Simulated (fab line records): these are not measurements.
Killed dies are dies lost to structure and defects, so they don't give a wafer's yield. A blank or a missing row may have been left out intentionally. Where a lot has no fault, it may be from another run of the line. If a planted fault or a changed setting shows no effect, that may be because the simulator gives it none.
Struck lot and sound lot, side by side || flow sky130 || 14 steps out of a route of 708
Sound: these wafers, L327.1, L327.2, L327.4. Struck: wafers L341.1, L341.3, L341.6. At the end, the cause is stated.
Per side, at each step with rows, come the tool, then ch with its chambers, and then its first start. Under that, the readings that differ: sound wafers || struck wafers || difference of the means || sigmas: that difference in standard deviations of wafers without a fault.
alike: readings whose means differ by less than 2 such deviations, and words and numbers that are the same on both sides. not compared: withheld readings, readings that some wafer has no value for, bounds like >300 that may hide the same value, and numbers for which the record gives no deviation and whose values overlap.
A row with sigmas, a row that says differs or no value, or rows on one side alone: a step with any of these is where the two part. Numbers that have no deviation but don't overlap get no sigmas and don't part them. A reading that every wafer of one side lacks parts them only if that side has two wafers or more.

first, 2 steps without rows for these wafers: SKY_METAL4_PEB_11; SKY_METAL4_DEVELOP_12 (develop time 60 s).
SKY_METAL4_CD_MEAS_13: the cd target is 300 nm.
  sound: cdSem-02 at day 41 21:51; struck: cdSem-01 at day 45 17:45
  alike: cdNm
SKY_METAL4_OVL_MEAS_14:
  sound: overlay-02 at day 41 21:58; struck: overlay-02 at day 45 17:52
  alike: METAL4_OVL
SKY_METAL4_DESCUM_15: chemistry O2, time 8 s.
  sound on rieMetal-01 ch 0,1, day 41 22:01; struck on rieMetal-02 ch 0,1, day 45 17:55
  alike: drypumpMotorCurrentA, oesProductAu
  not compared: rfHoursCounterH
SKY_METAL4_ETCH_16: etches BARC in N2/H2, stops on SiO2, time 88.2 s, target depth 60 nm.
  sound on rieMetal-01 ch 0,1, day 41 22:02; struck on rieMetal-02 ch 0,1, day 45 17:56
  alike: drypumpMotorCurrentA, oesProductAu, throttleValvePct
  not compared: rfHoursCounterH
SKY_METAL4_ETCH_17: etches SiO2 in C4F8/O2/Ar, stops on TiN, time 3.9 s, target depth 15 nm.
  sound on rieDiel-04 ch 0,3, day 41 22:08; struck on rieDiel-02 ch 0,2, day 45 18:02
  alike: oesProductAu
  not compared: rfHoursCounterH
SKY_METAL4_METAL_ETCH_18: etches the open film in Cl2/BCl3, stops on SiO2, target depth 845 nm, time 183.1 s.
  sound on rieMetal-02 ch 0,1, day 41 22:10; struck on rieMetal-03 ch 0,1, day 45 18:04
  alike: drypumpMotorCurrentA, mfcCl2Sccm, oesProductAu, throttleValvePct
  not compared: rfHoursCounterH
SKY_METAL4_STRIP_19: strips in O2/N2.
  sound on plasmaAsher-03 ch 0,1, day 41 22:21; struck on plasmaAsher-03 ch 0,1, day 45 18:14
  alike: drypumpMotorCurrentA, oesProductAu, stripTimeToEndpointS
  not compared: rfHoursCounterH
then, 3 steps without rows for these wafers: SKY_METAL4_STRIP_20 (strips in post etch residue remover, time 1200 s); SKY_METAL4_CLEAN_21 (cleans in IPA, time 180 s); SKY_METAL4_CLEAN_22 (cleans in O3/DIW).
SKY_VIA4_HDPCVD_00: deposits SiO2, target thk 1750 nm, time 291.7 s.
  sound on hdpcvd-02 ch 0,2, day 41 23:01; struck on hdpcvd-02 ch 0,1,2, day 45 18:50
  no value came back on the struck wafers for pressureMtorr (mTorr), runLengthS (s), sih4FlowSccm (sccm); on the sound wafers pressureMtorr (mTorr) reads 6.006 6.014 6.013
following that, these wafers have no rows for 1 step: SKY_PAD_OPEN_PROBE_99.

## WHERE THEY PART
SKY_VIA4_HDPCVD_00 only, going by this record.

WHY: what the simulator had put in
Whole step skipped at SKY_VIA4_HDPCVD_00 on hdpcvd-02, starting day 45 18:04. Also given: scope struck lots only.
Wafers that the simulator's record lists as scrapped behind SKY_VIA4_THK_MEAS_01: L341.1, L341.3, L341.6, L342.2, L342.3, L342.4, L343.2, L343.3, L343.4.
